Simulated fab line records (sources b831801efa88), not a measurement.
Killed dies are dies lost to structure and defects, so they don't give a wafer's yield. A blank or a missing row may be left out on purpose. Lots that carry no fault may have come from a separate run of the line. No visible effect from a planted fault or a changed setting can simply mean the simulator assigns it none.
Code-filled problem report in 8D (eight disciplines) form	flow sky130	the parts of the form that need people (team, actions taken, sign-off) are left out

1. THE PROBLEM
killedAtFrontEnd at SKY_PAD_OPEN_PROBE_99 reads a mean of 73 on 6 wafers of 2 lots; wafers without a fault read 15 with a standard deviation of 4.6. That puts it +13 standard deviations away from the usual mean.
The first sign was on wafer L163.3 at day 48 00:52, on prober-02. At this step, 6 wafers from 2 lots have a number in the record. The rule behind "out" and "out of limits": a value lying over 4 standard deviations away from the usual mean. Any other wafer with a number is counted as sound.

2. WHAT IT IS AND WHAT IT IS NOT
question	is	is not
which readings at this step	killedAtFrontEnd, killedDies	killed_at_M0_to_M3, killed_at_M4_up, killedAtContacts, killedOpen, killedShort
which lots	L163, L164	-
which wafers of those lots	all that have a number	-
read on which tools	prober-01, prober-02	-
when	from day 48 00:52	up to then (0 sound wafers)

3. THE SUSPECTS, EACH WITH WHAT RULES IT OUT
Counting: any tool at a process step up to the reading is kept as a suspect provided that every lot that is out went through it and no sound lot did after the first of them.
- rieDiel-01 at SKY_POLY_GATE_ETCH_16 (etches Si3N4 in CH3F/O2, stops on poly-Si, time 147.5 s, target depth 75 nm): kept. It ran every lot that is out, first L163 (day 19 17:30), and no sound lot after that.
Left after counting: rieDiel-01 at SKY_POLY_GATE_ETCH_16.

4. THE CAUSE (what the simulator had put in)
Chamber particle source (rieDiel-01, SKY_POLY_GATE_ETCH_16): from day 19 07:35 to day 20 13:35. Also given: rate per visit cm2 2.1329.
After counting, this tool was the only one left.

5. SEQUENCE OF EFFECTS, ordered by route
Each row: a reading whose mean over the struck wafers that have a number lies more than 3 standard deviations from the usual. Only readings for which the record gives a usual standard deviation are gone through. hours: the time from each lot's start at the first step in this table that gives one to its start at this step, as a median over the lots. sigmas: the change in usual standard deviations.
hours	step	reading	usual	on struck wafers	change	sigmas
0	SKY_PAD_OPEN_PROBE_99	killedAtFrontEnd	15	73	+58	+13
0	SKY_PAD_OPEN_PROBE_99	killedDies	86	144	+58	+6.4
Process steps it contains:
- SKY_PAD_OPEN_PROBE_99

6. HOW IT WOULD HAVE BEEN CAUGHT EARLIER
In this record no reading fell out of limits until day 48 00:52, 689 hours after the fault had begun at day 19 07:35.
An alarm limit of 4 standard deviations would not have fired on the tool readings at SKY_POLY_GATE_ETCH_16 for which the record gives a usual standard deviation, since none of them was out on any struck wafer.
By day 48 00:52, every lot that is out (2) had started SKY_POLY_GATE_ETCH_16 on rieDiel-01. None of them would have been spared by holding the tool at that moment.
